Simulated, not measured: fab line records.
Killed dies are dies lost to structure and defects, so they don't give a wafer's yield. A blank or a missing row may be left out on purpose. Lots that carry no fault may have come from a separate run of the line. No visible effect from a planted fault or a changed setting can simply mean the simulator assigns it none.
Lot-split experiment + flow sfqLine + route with 325 steps; 5 lots, 23 wafers read

## SPLIT DETAILS
At SFQ_TRILAYER_I7_CMP_CMP_184 (polishes SiO2), the setting leaveAboveRefNm was moved away from the recipe's 200 nm on 11 of the 23 wafers read, by -5.7% to -2.3%. For the rest of the wafers, this setting stayed at what the recipe calls for.

No step appears in the file between the split and the reading.

## THE READING
thkNm, in nm, at SFQ_TRILAYER_I7_METRO_MEASURE_185. On this fab line, fault-free wafers typically give 200.1 nm with a standard deviation of 1.7 nm.

| wafer  | tool, chamber at the split | leaveAboveRefNm as run, nm | against the recipe | thkNm, nm | against lot-mates on the recipe |
|--------|----------------------------|----------------------------|--------------------|-----------|---------------------------------|
| L074.1 | cmp-01, 1                  | 200                        | recipe             | 201.2     | -                               |
| L074.3 | cmp-01, 3                  | 190.5                      | -4.7%              | 189.3     | -11.2                           |
| L074.4 | cmp-01, 2                  | 200                        | recipe             | 199.8     | -                               |
| L074.5 | cmp-01, 0                  | 190.5                      | -4.7%              | 191.4     | -9.1                            |
| L074.6 | cmp-01, 3                  | 190.5                      | -4.7%              | 186.9     | -13.6                           |
| L076.1 | cmp-02, 3                  | 200                        | recipe             | 201.5     | -                               |
| L076.3 | cmp-02, 1                  | 200                        | recipe             | 197.4     | -                               |
| L076.4 | cmp-02, 0                  | 188.7                      | -5.7%              | 187.6     | -11.8                           |
| L076.5 | cmp-02, 3                  | 188.7                      | -5.7%              | 188.8     | -10.6                           |
| L076.6 | cmp-02, 0                  | 200                        | recipe             | 199.2     | -                               |
| L077.2 | cmp-01, 3                  | 200                        | recipe             | 197.4     | -                               |
| L077.3 | cmp-01, 0                  | 200                        | recipe             | 200.4     | -                               |
| L077.4 | cmp-01, 2                  | 195.4                      | -2.3%              | 197.6     | -1.3                            |
| L077.5 | cmp-01, 1                  | 195.4                      | -2.3%              | 198.1     | -0.8                            |
| L077.6 | cmp-01, 0                  | 195.4                      | -2.3%              | 195.5     | -3.4                            |
| L083.1 | cmp-02, 1                  | 200                        | recipe             | 198.3     | -                               |
| L083.2 | cmp-02, 2                  | 190.8                      | -4.6%              | 193.4     | -5.8                            |
| L083.3 | cmp-02, 0                  | 200                        | recipe             | 200.0     | -                               |
| L083.4 | cmp-02, 3                  | 190.8                      | -4.6%              | 192.8     | -6.3                            |
| L083.5 | cmp-02, 3                  | 190.8                      | -4.6%              | 192.6     | -6.6                            |
| L085.2 | cmp-01, 0                  | 200                        | recipe             | 201.2     | -                               |
| L085.4 | cmp-01, 2                  | 200                        | recipe             | 200.9     | -                               |
| L085.5 | cmp-01, 0                  | 200                        | recipe             | 200.5     | -                               |

THE FIT
A straight line over all 23 wafers: thkNm changes by +1.93 nm for each +1% of leaveAboveRefNm; r = +0.93; the points scatter about the line by 1.8 nm.
The same after taking each lot's own level away (the mean of its wafers on the recipe; 23 wafers): +1.9 nm for each +1%; r = +0.92; scatter 2 nm.
The reading moves by 11 nm for the largest change in leaveAboveRefNm, on that fit.
From 198.90 to 200.87 nm: that is the span of the lots' own levels, equal to 1.2 times the standard deviation above.
The two slopes agree, so the slope changes little with the lot-to-lot level.
Check: for one of the wafers moved furthest among these (-5.7%), held out of the fit, the line's prediction against its lot-mates is -10.2 nm. It came out at -11.8 nm against them.

## OTHER SPLITS APPLIED TO THESE WAFERS
Note: prior to the reading, these wafers also went through further splits. Each is held against what the fit with the lots' levels taken away leaves over:
| other split on the same wafers                   | wafers away from the commonest value | r with thkNm (lot level and that fit taken away) |
|--------------------------------------------------|--------------------------------------|--------------------------------------------------|
| SFQ_TRILAYER_M6_LITHO_COAT_159 resistThkNm       | 7                                    | -0.45                                            |
| SFQ_TRILAYER_M6_ETCH_METAL_ETCH_162 biasW        | 4                                    | -0.17                                            |
| SFQ_TRILAYER_I6_VIA_LITHO_EXPOSE_170 doseMj      | 7                                    | +0.15                                            |
| SFQ_TRILAYER_I6_VIA_BARC_OPEN_VIA_ETCH_235 biasW | 3                                    | -0.07                                            |
| SFQ_TRILAYER_M7_LITHO_COAT_177 resistThkNm       | 10                                   | +0.18                                            |
| SFQ_TRILAYER_M7_LITHO_PEB_180 pebTempC           | 9                                    | -0.24                                            |

## THE WHOLE CHAIN: every reading that the file lists as answering this split, in the file's order
| step                                  | what it does                                          | reading                                                                                  | change (the file's fit)              | r (the file's) |
|---------------------------------------|-------------------------------------------------------|------------------------------------------------------------------------------------------|--------------------------------------|----------------|
| SFQ_TRILAYER_I7_CMP_CMP_184           | polishes SiO2                                         | SiO2_of_TRILAYER_I7_DEP_PECVD_183.thkNm (the simulator's own value, which no gauge read) | +1.84 nm for each +1% of the setting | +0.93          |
| SFQ_TRILAYER_I7_METRO_MEASURE_185     |                                                       | thkNm                                                                                    | +1.85 nm for each +1% of the setting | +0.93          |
| SFQ_TRILAYER_I7_VIA_ETCH_VIA_ETCH_190 | etches SiO2 in CHF3, stops on Nb, target depth 260 nm | etch.depthNm (the simulator's own value, which no gauge read)                            | +2.1 nm for each +1% of the setting  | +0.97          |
| SFQ_TRILAYER_I7_VIA_ETCH_VIA_ETCH_190 | etches SiO2 in CHF3, stops on Nb, target depth 260 nm | I7.featureDepthNm (the simulator's own value, which no gauge read)                       | +1.84 nm for each +1% of the setting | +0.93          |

## FILE'S OWN FIT
thkNm changes by +1.85 nm for each +1% of leaveAboveRefNm, r = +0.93.
